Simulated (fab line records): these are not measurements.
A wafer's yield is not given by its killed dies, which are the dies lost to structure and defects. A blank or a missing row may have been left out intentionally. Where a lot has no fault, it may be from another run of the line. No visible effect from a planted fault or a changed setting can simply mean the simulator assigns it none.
Problem report in the 8D (eight disciplines) form, filled by code / flow sky130 / the parts of the form that need people (team, actions taken, sign-off) are left out

## 1. WHAT IS WRONG
Wafers free of any fault read -0.2 nm (standard deviation 1.3) for LDD_P_OVL at SKY_LDD_P_OVL_MEAS_08, against a mean of 36.1 nm on 9 wafers of 3 lots. That is +28 standard deviations from the usual mean.
The first sign was on wafer L169.1 at day 23 10:33, on overlay-02. Wafers with a number at this step in the record: 36, from 12 lots. Rule for "out" (also "out of limits"): further than 4 standard deviations from the usual mean. The other wafers with a number count as sound.

## 2. WHAT IT IS, AND WHAT IT ISN'T
question=which readings at this step | is=LDD_P_OVL | is not=-
question=which lots | is=L169, L171, L177 | is not=L158, L159, L161, L162, L163, L167, L168, L178, L181
question=which wafers of those lots | is=all that have a number | is not=-
question=read on which gauges | is=overlay-01, overlay-02 | is not=-
question=when | is=from day 23 10:33 | is not=up to then (21 sound wafers); but 6 sound wafers of L178, L181 came after

## 3. SUSPECTS, AND WHAT RULES EACH OUT
Counting: a tool stays on the suspect list if, at a process step up to the reading, it processed all lots that are out and no sound lot following the first of them.
- the gauge at SKY_LDD_P_OVL_MEAS_08 is ruled out. 2 gauges (overlay-01, overlay-02) read the wafers that are out.
- ilineStepper-01 at SKY_LDD_P_EXPOSE_04 (exposes mask PSDM, target cd 380 nm): kept. Every lot that is out went through it, starting with L169 (day 22 19:46), and after that it ran no sound lot; the last sound lot it ran before then is L168 (day 21 21:22).
The count leaves ilineStepper-01 at SKY_LDD_P_EXPOSE_04.

## 4. THE CAUSE (what the simulator had put in)
Scanner matching overlay: ilineStepper-01, from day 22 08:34 on, at SKY_LDD_P_EXPOSE_04. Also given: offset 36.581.
After counting, this tool was the only one left.

## 5. THE EFFECT CHAIN, in route order
Each row: a reading whose mean over the struck wafers that have a number lies more than 3 standard deviations from the usual. Readings are gone through only where the record gives a usual standard deviation; hours: the median, over the lots, of the time from a lot's start at the first step in this table giving one to that lot's start at this step; sigmas: the change measured in usual standard deviations.
hours=0; step=SKY_LDD_P_OVL_MEAS_08; reading=LDD_P_OVL; usual=-0.2 nm; on struck wafers=36.1; change=+36.3; sigmas=+28

## 6. HOW IT WOULD HAVE BEEN CAUGHT EARLIER
26 hours passed between the start of the fault at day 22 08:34 and the first reading out of limits at a measuring or inspecting step in this record, taken at day 23 10:33.
Of the lots that are out (3), L177 began SKY_LDD_P_EXPOSE_04 on ilineStepper-01 after day 23 10:33. It would have been spared by a hold on the tool at that moment.
